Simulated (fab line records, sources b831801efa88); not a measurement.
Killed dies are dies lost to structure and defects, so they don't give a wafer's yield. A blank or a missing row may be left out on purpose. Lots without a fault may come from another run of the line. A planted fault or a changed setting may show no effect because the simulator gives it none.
One fault seen from 2 desks | flow gf180mcu | each desk has only its own numbers; what lay behind them comes last

THE TOOL OWNER'S DESK: litho_track-04
The tool's own readings at GF_VT_IMPLANT_SOFTBAKE_03 (time 60 s): means of the sampled wafers that have a number, for each lot that ran on this tool. A lot is out of limits, marked OUT, if its mean lies more than 4 standard deviations from the usual mean; the brackets give that distance.
Columns: A = chill_plate_temp_C at GF_VT_IMPLANT_SOFTBAKE_03, usual 23.01 C; B = heater_power_total_W at GF_VT_IMPLANT_SOFTBAKE_03, usual 56.59 W; C = run_length_s at GF_VT_IMPLANT_SOFTBAKE_03, usual 89.04 s
lot  | first seen here | A     | B               | C
L773 | day 5 20:56     | 22.99 | 56.57           | 89.00
L776 | day 6 12:58     | 23.05 | 56.59           | 89.08
L777 | day 6 19:31     | 22.89 | 56.63           | 89.08
L783 | day 8 10:29     | 22.99 | 56.60           | 89.02
L786 | day 9 05:16     | 22.92 | 58.52 (+41) OUT | 83.74 (-33) OUT
L788 | day 9 15:52     | 22.97 | 58.51 (+41) OUT | 83.79 (-33) OUT
This desk's finding: out of limits on L786, L788; first on L786, day 9 05:16 (heater_power_total_W at GF_VT_IMPLANT_SOFTBAKE_03). In limits: L773, L776, L777, L783.

THE METROLOGY DESK
What the gauges read, lot by lot, whatever tool the lot ran on: means of the sampled wafers that have a number. A lot is out of limits, marked OUT, if its mean lies more than 4 standard deviations from the usual mean; the brackets give that distance.
Columns: A = INCOMING_BOW at GF_STI_BOW_MEAS_00, usual 1 um; B = STI_OXIDATION_THK at GF_STI_THK_MEAS_02, usual 9.92 nm
lot  | first seen here | A  | B
L771 | day 1 10:01     | 1  | 9.97
L772 | day 1 15:00     | -4 | 10.05
L773 | day 1 20:01     | -3 | 10.08
L774 | day 2 01:02     | -2 | 9.80
L775 | day 2 06:01     | 3  | 10.09
L776 | day 2 11:00     | 0  | 10.02
L777 | day 2 16:00     | 5  | 9.43
L781 | day 3 12:01     | -1 | 10.03
L783 | day 3 22:01     | 3  | 9.68
L784 | day 4 03:02     | -1 | 10.01
L786 | day 4 13:00     | -2 | 10.12
L787 | day 4 18:00     | 2  | 9.94
L788 | day 4 23:02     | -5 | 10.09
L794 | day 6 05:00     | -2 | 9.94
This desk's finding: nothing out of limits on any of the 14 lots.

PUT TOGETHER
The tool owner's desk could have raised an alarm at day 9 05:16, on L786, L788.
The metrology desk saw nothing out of limits.
The metrology desk has L786, L788 on record, within its limits.
Of the lots named, all ran GF_VT_IMPLANT_SOFTBAKE_03 on litho_track-04.

WHAT THE SIMULATOR HAD PUT IN
Process parameter drift: litho_track-04, from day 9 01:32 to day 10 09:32, at GF_VT_IMPLANT_SOFTBAKE_03. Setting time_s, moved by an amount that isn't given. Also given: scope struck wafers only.
Lots struck among those shown: L786, L788.
Hours from the fault's start to each desk's first reading out of limits: the tool owner's desk, 4.
